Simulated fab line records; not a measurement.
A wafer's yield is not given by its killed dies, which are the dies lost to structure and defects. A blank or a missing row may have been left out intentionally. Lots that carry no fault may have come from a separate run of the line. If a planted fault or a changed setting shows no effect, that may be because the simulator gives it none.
What tool caused it?	flow gf180mcu	14 lots, 42 wafers sampled, at 5 steps of a route of 602

== WHAT EACH GAUGE READ, for each wafer ==
GF_CONTACT_CD_MEAS_14 targets a cd of 220 nm.
lot	measured	on	cd nm (nm)
L733	day 16 02:01	cd sem-01	222.1 222.9 222.5
L735	day 16 18:11	cd sem-02	220.4 220.8 219.8
L736	day 16 22:46	cd sem-02	221.0 222.3 222.6
L737	day 17 11:50	cd sem-01	218.9 219.4 218.3
L738	day 18 03:01	cd sem-02	222.8 222.3 222.3
L741	day 19 05:15	cd sem-01	220.3 219.4 220.0
L742	day 19 10:05	cd sem-01	221.1 220.1 222.2
L744	day 20 09:02	cd sem-02	220.1 220.8 220.6
L746	day 20 21:10	cd sem-02	222.5 221.8 220.7
L747	day 21 04:45	cd sem-01	218.7 220.7 221.1
L748	day 21 14:33	cd sem-02	221.5 223.2 222.6
L750	day 22 03:20	cd sem-01	247.8 245.8 246.4
L751	day 22 14:07	cd sem-01	247.1 247.2 248.3
L752	day 23 01:15	cd sem-02	218.5 219.3 218.3

GF_CONTACT_OVL_MEAS_15.
lot	measured	on	CONTACT_OVL (nm)
L733	day 16 02:07	overlay-01	4 -4 5
L735	day 16 18:19	overlay-01	-8 -1 -4
L736	day 16 22:52	overlay-02	3 -6 8
L737	day 17 11:58	overlay-01	-1 -5 -7
L738	day 18 03:07	overlay-02	-2 6 -4
L741	day 19 05:22	overlay-02	4 -10 -8
L742	day 19 10:13	overlay-01	-4 -13 -8
L744	day 20 09:09	overlay-01	8 -7 7
L746	day 20 21:17	overlay-02	-3 7 0
L747	day 21 04:52	overlay-02	-5 2 -2
L748	day 21 14:40	overlay-01	-3 1 -2
L750	day 22 03:27	overlay-01	3 -8 -5
L751	day 22 14:13	overlay-02	-5 10 -1
L752	day 23 01:22	overlay-02	2 -1 4

GF_CONTACT_RS_MEAS_25: uses a four-point probe to measure.
lot	measured	on	CONTACT_W_RS (ohm/sq)
L733	day 16 02:50	film metro-02	0.373 0.371 0.378
L735	day 16 19:01	film metro-03	0.382 0.380 0.379
L736	day 16 23:35	film metro-02	0.389 0.387 0.384
L737	day 17 12:40	film metro-04	0.380 0.384 0.375
L738	day 18 03:49	film metro-03	0.385 0.379 0.381
L741	day 19 06:04	film metro-03	0.381 0.384 0.380
L742	day 19 10:55	film metro-03	0.389 0.384 0.386
L744	day 20 09:52	film metro-02	0.371 0.370 0.380
L746	day 20 21:59	film metro-03	0.381 0.383 0.383
L747	day 21 05:34	film metro-02	0.374 0.379 0.375
L748	day 21 15:22	film metro-03	0.386 0.391 0.393
L750	day 22 04:10	film metro-03	0.383 0.381 0.382
L751	day 22 14:56	film metro-04	0.375 0.376 0.381
L752	day 23 02:04	film metro-04	0.372 0.383 0.373

== WHICH TOOL RAN EACH LOT (tool, then ch and the chambers of the sampled wafers, then the start) ==
lot	GF_SALICIDE_RTA_08	GF_CONTACT_EXPOSE_11
L733	rtp anneal-01 ch 0, day 15 03:28	krf scanner-01 ch 0, day 15 15:10
L735	rtp anneal-01 ch 0, day 15 19:13	krf scanner-01 ch 0, day 16 07:26
L736	rtp anneal-01 ch 0, day 15 23:46	krf scanner-01 ch 0, day 16 11:25
L737	rtp anneal-02 ch 0, day 16 11:36	krf scanner-02 ch 0, day 17 00:10
L738	rtp anneal-02 ch 0, day 17 03:03	krf scanner-02 ch 0, day 17 15:13
L741	rtp anneal-02 ch 0, day 18 04:40	krf scanner-01 ch 0, day 18 17:14
L742	rtp anneal-01 ch 0, day 18 09:08	krf scanner-02 ch 0, day 18 21:58
L744	rtp anneal-02 ch 0, day 19 07:47	krf scanner-01 ch 0, day 19 20:49
L746	rtp anneal-01 ch 0, day 19 19:43	krf scanner-01 ch 0, day 20 09:02
L747	rtp anneal-01 ch 0, day 20 04:16	krf scanner-01 ch 0, day 20 17:38
L748	rtp anneal-02 ch 0, day 20 14:02	krf scanner-01 ch 0, day 21 03:01
L750	rtp anneal-01 ch 0, day 21 03:02	krf scanner-01 ch 0, day 21 15:46
L751	rtp anneal-02 ch 0, day 21 13:19	krf scanner-01 ch 0, day 22 02:25
L752	rtp anneal-01 ch 0, day 22 01:22	krf scanner-02 ch 0, day 22 13:52
- GF_SALICIDE_RTA_08: time 30 s.
- GF_CONTACT_EXPOSE_11: exposes mask Contact, target cd 220 nm.

== WHAT THE TOOLS THEMSELVES READ (means of the sampled wafers that have a number; where no wafer has one, the mark that the record gives instead) ==
GF_SALICIDE_RTA_08.
lot	tool	anneal temp c max	lamp power pct (%)	wafer_temp_C_max
L733	rtp anneal-01	803.2	13	803.2
L735	rtp anneal-01	803.5	13	802.4
L736	rtp anneal-01	803.0	13	803.6
L737	rtp anneal-02	802.9	20	803.5
L738	rtp anneal-02	802.2	20	803.0
L741	rtp anneal-02	802.5	20	802.6
L742	rtp anneal-01	803.3	13	802.8
L744	rtp anneal-02	802.7	20	803.3
L746	rtp anneal-01	803.1	13	804.4
L747	rtp anneal-01	802.9	13	803.7
L748	rtp anneal-02	801.9	20	802.9
L750	rtp anneal-01	804.3	13	803.2
L751	rtp anneal-02	803.0	20	803.8
L752	rtp anneal-01	803.1	13	803.5

GF_CONTACT_EXPOSE_11.
lot	tool	exposure dose mJ cm2
L733	krf scanner-01	37.98
L735	krf scanner-01	37.96
L736	krf scanner-01	37.92
L737	krf scanner-02	37.98
L738	krf scanner-02	37.97
L741	krf scanner-01	37.95
L742	krf scanner-02	37.93
L744	krf scanner-01	37.90
L746	krf scanner-01	37.95
L747	krf scanner-01	37.95
L748	krf scanner-01	37.98
L750	krf scanner-01	44.69
L751	krf scanner-01	44.69
L752	krf scanner-02	37.97

== THE ANSWER, worked out from the rows above alone ==
Rule: what is usual is taken from the lots themselves. The widest of any qualifying gaps counts: lots, ordered by their means at a reading, are off when they make up no more than a third of the lots, leave a main group of 4 or more, and stand apart from it by 3 or more times the standard deviation of that group's means. The tables above print the reading to a certain number of digits; a main group whose means all agree to those digits is not used. Also off: a lot with no number at a reading for which 4 or more lots have one. Where the step has rows for the other lots, those lots are counted as sound. Order of review: gauges by route order, followed by the tools' own readings, for which a lot's mean as printed above is used. At the first step where some lot is off, the reading lying furthest off is the one used; lots without a number count as furthest.
Off, at GF_CONTACT_CD_MEAS_14 on cd nm: L750, L751. Main group: mean 220.9 nm, sd 1.3.
A tool fits if, at a process step before that reading, it ran every lot that is off, and no sound lot after the first of them. The gauges at GF_CONTACT_CD_MEAS_14 aren't tried: what is off there is off at GF_CONTACT_EXPOSE_11 too, on other tools, and a gauge's error can't cause that. One fits: krf scanner-01 at GF_CONTACT_EXPOSE_11. A fault onset in the window from L748 (day 21 03:01, its last sound lot) to L750 (day 21 15:46, its first lot off) fits.
On the lots that are off, the tool's own readings at GF_CONTACT_EXPOSE_11 differ by more than 5 times the standard deviation of the sound lots' means, which bears it out; exposure dose mJ cm2 reads 44.69 there versus 37.95 on the sound lots.

== WHAT THE SIMULATOR HAD PUT IN ==
Process parameter drift: krf scanner-01, from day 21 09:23 on, at GF_CONTACT_EXPOSE_11. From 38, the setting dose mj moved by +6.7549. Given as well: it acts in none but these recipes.
Struck lots among those shown: L750, L751. The rule above found the same.
